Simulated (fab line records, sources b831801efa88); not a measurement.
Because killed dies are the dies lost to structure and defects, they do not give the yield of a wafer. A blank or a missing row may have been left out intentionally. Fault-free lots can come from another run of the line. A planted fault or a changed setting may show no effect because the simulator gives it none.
Which tool is to blame? / flow sky130 / Sampling: 12 lots, 36 wafers, 3 of 708 route steps

WHAT EACH GAUGE READ, for each wafer
SKY_VIA2_OVL_MEAS_13. Usual: VIA2_OVL typically reads -5 nm, with standard deviation 6.6.
lot=L286; measured=day 36 05:55; on=overlay-01; VIA2_OVL (nm)=-5 -2 6; flag=
lot=L287; measured=day 36 10:35; on=overlay-01; VIA2_OVL (nm)=-12 -14 -9; flag=
lot=L289; measured=day 37 00:37; on=overlay-02; VIA2_OVL (nm)=-8 -10 -10; flag=
lot=L290; measured=day 37 06:46; on=overlay-01; VIA2_OVL (nm)=-7 -12 -6; flag=
lot=L291; measured=day 38 05:42; on=overlay-01; VIA2_OVL (nm)=-2 -9 -5; flag=
lot=L296; measured=day 39 19:37; on=overlay-02; VIA2_OVL (nm)=-11 -9 -12; flag=
lot=L298; measured=day 40 01:40; on=overlay-02; VIA2_OVL (nm)=-10 -10 -8; flag=
lot=L302; measured=day 41 15:42; on=overlay-01; VIA2_OVL (nm)=2 7 5; flag=
lot=L305; measured=day 41 21:07; on=overlay-02; VIA2_OVL (nm)=6 10 8; flag=
lot=L307; measured=day 42 03:35; on=overlay-01; VIA2_OVL (nm)=1 -3 -4; flag=
lot=L308; measured=day 42 19:48; on=overlay-01; VIA2_OVL (nm)=-9 -7 -8; flag=
lot=L309; measured=day 43 02:37; on=overlay-01; VIA2_OVL (nm)=1 -7 -8; flag=

TOOL THAT RAN EACH LOT (tool first, then ch and the chambers of the sampled wafers, then the start)
lot=L286; SKY_LDD_N_IMPLANT_08=implanter-01 ch 0, day 17 13:44; SKY_METAL1_SPUTTER_03=pvdSputter-04, day 31 15:01
lot=L287; SKY_LDD_N_IMPLANT_08=implanter-04 ch 0, day 18 02:58; SKY_METAL1_SPUTTER_03=pvdSputter-04, day 31 20:44
lot=L289; SKY_LDD_N_IMPLANT_08=implanter-02 ch 0, day 18 14:41; SKY_METAL1_SPUTTER_03=pvdSputter-03, day 32 08:59
lot=L290; SKY_LDD_N_IMPLANT_08=implanter-02 ch 0, day 18 22:03; SKY_METAL1_SPUTTER_03=pvdSputter-03, day 32 16:23
lot=L291; SKY_LDD_N_IMPLANT_08=implanter-02 ch 0, day 20 02:19; SKY_METAL1_SPUTTER_03=pvdSputter-03, day 33 15:34
lot=L296; SKY_LDD_N_IMPLANT_08=implanter-02 ch 0, day 22 02:23; SKY_METAL1_SPUTTER_03=pvdSputter-04, day 35 09:52
lot=L298; SKY_LDD_N_IMPLANT_08=implanter-02 ch 0, day 22 10:35; SKY_METAL1_SPUTTER_03=pvdSputter-03, day 35 16:17
lot=L302; SKY_LDD_N_IMPLANT_08=implanter-04 ch 0, day 24 01:10; SKY_METAL1_SPUTTER_03=pvdSputter-03, day 37 06:03
lot=L305; SKY_LDD_N_IMPLANT_08=implanter-04 ch 0, day 24 15:34; SKY_METAL1_SPUTTER_03=pvdSputter-04, day 37 14:11
lot=L307; SKY_LDD_N_IMPLANT_08=implanter-04 ch 0, day 24 22:23; SKY_METAL1_SPUTTER_03=pvdSputter-03, day 37 21:55
lot=L308; SKY_LDD_N_IMPLANT_08=implanter-04 ch 0, day 25 16:52; SKY_METAL1_SPUTTER_03=pvdSputter-04, day 38 14:05
lot=L309; SKY_LDD_N_IMPLANT_08=implanter-01 ch 0, day 25 23:59; SKY_METAL1_SPUTTER_03=pvdSputter-01, day 38 20:56
- SKY_LDD_N_IMPLANT_08
- SKY_METAL1_SPUTTER_03: material Ti, target thk 5 nm, time 3.3 s.

AS READ BY THE TOOLS THEMSELVES (means over the sampled wafers that have a number; for cases with no such wafer, the mark the record gives instead)
SKY_LDD_N_IMPLANT_08. Usual: beamEnergyKeV 20.002, standard deviation 0.0065; doseIonsCm2 7.501e+13, standard deviation 8e+10; endStationPressureTorr 5.32e-06 Torr, standard deviation 2.8e-07.
lot=L286; tool=implanter-01; beamEnergyKeV=20.008; doseIonsCm2=7.498e+13; endStationPressureTorr (Torr)=5.33e-06; flag=
lot=L287; tool=implanter-04; beamEnergyKeV=20.002; doseIonsCm2=7.505e+13; endStationPressureTorr (Torr)=5.29e-06; flag=
lot=L289; tool=implanter-02; beamEnergyKeV=20.005; doseIonsCm2=7.491e+13; endStationPressureTorr (Torr)=5.21e-06; flag=
lot=L290; tool=implanter-02; beamEnergyKeV=20.001; doseIonsCm2=7.499e+13; endStationPressureTorr (Torr)=5.33e-06; flag=
lot=L291; tool=implanter-02; beamEnergyKeV=19.996; doseIonsCm2=7.492e+13; endStationPressureTorr (Torr)=5.19e-06; flag=
lot=L296; tool=implanter-02; beamEnergyKeV=20.007; doseIonsCm2=7.362e+13; endStationPressureTorr (Torr)=5.12e-06; flag=OFF
lot=L298; tool=implanter-02; beamEnergyKeV=20.009; doseIonsCm2=7.360e+13; endStationPressureTorr (Torr)=5.27e-06; flag=OFF
lot=L302; tool=implanter-04; beamEnergyKeV=20.002; doseIonsCm2=7.510e+13; endStationPressureTorr (Torr)=5.35e-06; flag=
lot=L305; tool=implanter-04; beamEnergyKeV=19.992; doseIonsCm2=7.507e+13; endStationPressureTorr (Torr)=5.22e-06; flag=
lot=L307; tool=implanter-04; beamEnergyKeV=19.996; doseIonsCm2=7.501e+13; endStationPressureTorr (Torr)=5.09e-06; flag=
lot=L308; tool=implanter-04; beamEnergyKeV=20.001; doseIonsCm2=7.509e+13; endStationPressureTorr (Torr)=5.26e-06; flag=
lot=L309; tool=implanter-01; beamEnergyKeV=19.993; doseIonsCm2=7.488e+13; endStationPressureTorr (Torr)=5.11e-06; flag=

SKY_METAL1_SPUTTER_03. Usual: cathodeDcPowerW 3000.0 W, standard deviation 0.51; throttleValvePct 30.1 %, standard deviation 0.97.
lot=L286; tool=pvdSputter-04; cathodeDcPowerW (W)=3000.1; throttleValvePct (%)=29.2; flag=
lot=L287; tool=pvdSputter-04; cathodeDcPowerW (W)=3000.3; throttleValvePct (%)=29.7; flag=
lot=L289; tool=pvdSputter-03; cathodeDcPowerW (W)=2999.9; throttleValvePct (%)=29.9; flag=
lot=L290; tool=pvdSputter-03; cathodeDcPowerW (W)=3000.3; throttleValvePct (%)=30.2; flag=
lot=L291; tool=pvdSputter-03; cathodeDcPowerW (W)=3000.3; throttleValvePct (%)=31.1; flag=
lot=L296; tool=pvdSputter-04; cathodeDcPowerW (W)=2999.9; throttleValvePct (%)=29.2; flag=
lot=L298; tool=pvdSputter-03; cathodeDcPowerW (W)=2999.7; throttleValvePct (%)=30.7; flag=
lot=L302; tool=pvdSputter-03; cathodeDcPowerW (W)=3000.1; throttleValvePct (%)=30.0; flag=
lot=L305; tool=pvdSputter-04; cathodeDcPowerW (W)=3000.0; throttleValvePct (%)=30.3; flag=
lot=L307; tool=pvdSputter-03; cathodeDcPowerW (W)=2999.8; throttleValvePct (%)=30.5; flag=
lot=L308; tool=pvdSputter-04; cathodeDcPowerW (W)=3000.0; throttleValvePct (%)=29.6; flag=
lot=L309; tool=pvdSputter-01; cathodeDcPowerW (W)=2999.5; throttleValvePct (%)=30.3; flag=

THE ANSWER, worked out from the rows above alone
Rule: take the mean of a lot's wafers that have a number; if it is more than 3 standard deviations from the usual mean, the lot is off. Also off: a lot with no number at a reading for which 4 or more lots have one. The other lots that the step has rows for count as sound. Order of review: gauges by route order, followed by the tools' own readings, for which a lot's mean as printed above is used. The first step at which some lot is off is used, and at that step the reading that is off furthest; a lot without a number counts as furthest.
Off, at SKY_LDD_N_IMPLANT_08 on doseIonsCm2: L296, L298.
A tool fits if, at that step or a process step before it, it ran every lot that is off, and no sound lot after the first of them. One fits: SKY_LDD_N_IMPLANT_08 on implanter-02. A fault onset in the window from L291 (day 20 02:19, its last sound lot) to L296 (day 22 02:23, its first lot off) fits.
On the lots that are off, the tool's own readings at SKY_LDD_N_IMPLANT_08 differ by more than 5 times the standard deviation of the sound lots' means, which bears it out; doseIonsCm2 reads 7.361e+13 there versus 7.500e+13 on the sound lots.

WHAT THE SIMULATOR PUT IN
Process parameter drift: implanter-02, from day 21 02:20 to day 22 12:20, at SKY_LDD_N_IMPLANT_08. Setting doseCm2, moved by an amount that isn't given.
Struck lots among those shown: L296, L298. This agrees with what the rule above found.
